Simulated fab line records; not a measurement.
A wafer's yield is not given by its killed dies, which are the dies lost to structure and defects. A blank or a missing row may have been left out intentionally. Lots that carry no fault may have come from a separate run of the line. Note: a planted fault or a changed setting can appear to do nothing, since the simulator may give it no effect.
Struck lot and sound lot, side by side -- flow gf180mcu -- 15 out of 602 route steps
Sound: these wafers, L876.1, L876.2, L876.4. The struck wafers were L884.1, L884.3, L884.6. The cause is given at the end.
Order at every step that has rows: each side's tool, ch and its chambers, its first start. Under that, the readings that differ: sound wafers -- struck wafers -- difference of the means -- sigmas: that difference in standard deviations of wafers without a fault.
alike: readings with means less than 2 such deviations apart, plus words and numbers identical on both sides. not compared: withheld readings, readings lacking a value on some wafer, bounds such as >300 that could conceal the same value, and numbers that have no deviation in the record and whose values overlap.
A row with sigmas, a row that says differs or no value, or rows on one side alone: a step with any of these is where the two part. Non-overlapping numbers with no deviation appear without sigmas and do not part them. A reading missing from all wafers of one side parts the sides only when that side holds two or more wafers.

first, 5 steps without rows for these wafers: GF_V1_COAT_09 (resist thk 1000 nm); GF_V1_SOFTBAKE_10 (time 60 s); GF_V1_EXPOSE_11 (exposes mask Via1, target cd 260 nm); GF_V1_PEB_12 (peb time 90 s); GF_V1_DEVELOP_13 (develop time 60 s).
GF_V1_CD_MEAS_14: target cd 260 nm.
  sound on cdSem-02 at day 20 06:58; struck on cdSem-02 at day 23 02:25
  alike: cdNm
GF_V1_OVL_MEAS_15:
  sound on overlay-01 at day 20 07:05; struck on overlay-01 at day 23 02:32
reading,sound,struck,difference,sigmas
V1_OVL (nm),-8 -9 -6,4 7 4,+13,+2
GF_V1_ETCH_16: etches BARC in N2/H2.
  sound on rieDiel-04 ch 0,1,2, day 20 07:08; struck on rieDiel-01 ch 0,2,3, day 23 02:35
  alike: drypumpMotorCurrentA, oesProductAu, throttleValvePct
GF_V1_ETCH_17: etches SiO2 in C4F8/O2/Ar, stops on TiN, target depth 630 nm.
  sound on rieDiel-04 ch 0,1,2; struck on rieDiel-01 ch 0,2,3
  alike: oesProductAu
GF_V1_STRIP_18: strips in O2/N2.
  sound on plasmaAsher-03 ch 0,1, day 20 07:16; struck on plasmaAsher-03 ch 0,1, day 23 02:42
  alike: drypumpMotorCurrentA, heaterPowerW, oesProductAu
  not compared: rfHoursCounterH
then, 2 steps without rows for these wafers: GF_V1_STRIP_19 (strips in post etch residue remover, time 1200 s); GF_V1_CLEAN_20 (cleans in DIW).
GF_V1_SPUTTER_21: material Ti, target thk 15 nm, time 80.02 s.
  sound on pvdSputter-02 at day 20 07:47; struck on pvdSputter-02 at day 23 03:15
reading,sound,struck,difference,sigmas
model.Ti_of_V1_SPUTTER_21.thkNm (nm),15.25 15.23 15.24,16.18 16.36 16.35,+1.06,
  alike: throttleValvePct
GF_V1_SPUTTER_22: material TiN, target thk 10 nm, time 40 s.
  sound on pvdSputter-02 at day 20 07:51; struck on pvdSputter-02 at day 23 03:19
  alike: throttleValvePct
next, for these wafers, 1 step has no rows: GF_PASSIVATION_PROBE_99.

== WHERE THEY PART ==
GF_V1_OVL_MEAS_15 only, going by this record. Later steps at which nothing parts them and some readings are alike: GF_V1_ETCH_16, GF_V1_ETCH_17, GF_V1_STRIP_18, GF_V1_SPUTTER_21, GF_V1_SPUTTER_22.

WHY: whatever the simulator had introduced
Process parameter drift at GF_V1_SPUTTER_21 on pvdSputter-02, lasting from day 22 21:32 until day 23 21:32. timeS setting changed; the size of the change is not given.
